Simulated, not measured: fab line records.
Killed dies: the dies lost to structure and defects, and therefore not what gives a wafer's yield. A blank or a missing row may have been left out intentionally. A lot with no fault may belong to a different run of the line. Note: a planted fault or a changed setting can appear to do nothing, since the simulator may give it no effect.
A single fault, viewed from 2 desks    flow sfq_line    only its own numbers are on each desk; what lay behind them is given at the end

== FOR THE TOOL OWNER'S DESK: cmp-02 ==
The tool's own readings at SFQ_TRILAYER_I2_CMP_CMP_064 (polishes SiO2): means of the sampled wafers that have a number, for each lot that ran on this tool. A lot is out of limits, marked OUT, if its mean lies more than 4 standard deviations from the usual mean; the brackets give that distance.
Columns: A = motor_current_A at SFQ_TRILAYER_I2_CMP_CMP_064, usual 10.3 A; B = time_to_endpoint_s at SFQ_TRILAYER_I2_CMP_CMP_064, usual 213 s
lot   first seen here  A     B
L734  day 33 20:26     11.0  210
L735  day 35 14:56     11.5  201
L736  day 35 17:56     11.8  194
L738  day 35 20:56     11.0  212
L745  day 41 10:45     11.4  209
This desk's verdict: no lot among the 5 shows anything out of limits.

== FROM THE METROLOGY DESK ==
What the gauges read for every lot (on any tool): the sampled wafers with a number, averaged. A lot is out of limits, marked OUT, if its mean lies more than 4 standard deviations from the usual mean; the brackets give that distance.
Columns: A = M2_OVL at SFQ_M2_OVL_MEAS_916, usual -1 nm; B = I2_BOW at SFQ_I2_BOW_MEAS_917, usual 0 um; C = I2_OVL at SFQ_I2_OVL_MEAS_918, usual -1 nm
lot   first seen here  A   B   C
L724  day 15 23:07     -1  3   0
L734  day 33 18:10     -4  10  -0
L735  day 35 07:51     -3  -2  -8
L736  day 35 09:02     0   4   -4
L738  day 35 13:50     -1  4   -2
L745  day 41 06:22     -8  11  -3
L746  day 41 08:46     -1  -7  -5
This desk's verdict: no lot among the 7 shows anything out of limits.

== ALL TOGETHER ==
The tool owner's desk saw nothing out of limits.
Nothing out of limits was seen by the metrology desk.

== WHAT THE SIMULATOR HAD INSERTED ==
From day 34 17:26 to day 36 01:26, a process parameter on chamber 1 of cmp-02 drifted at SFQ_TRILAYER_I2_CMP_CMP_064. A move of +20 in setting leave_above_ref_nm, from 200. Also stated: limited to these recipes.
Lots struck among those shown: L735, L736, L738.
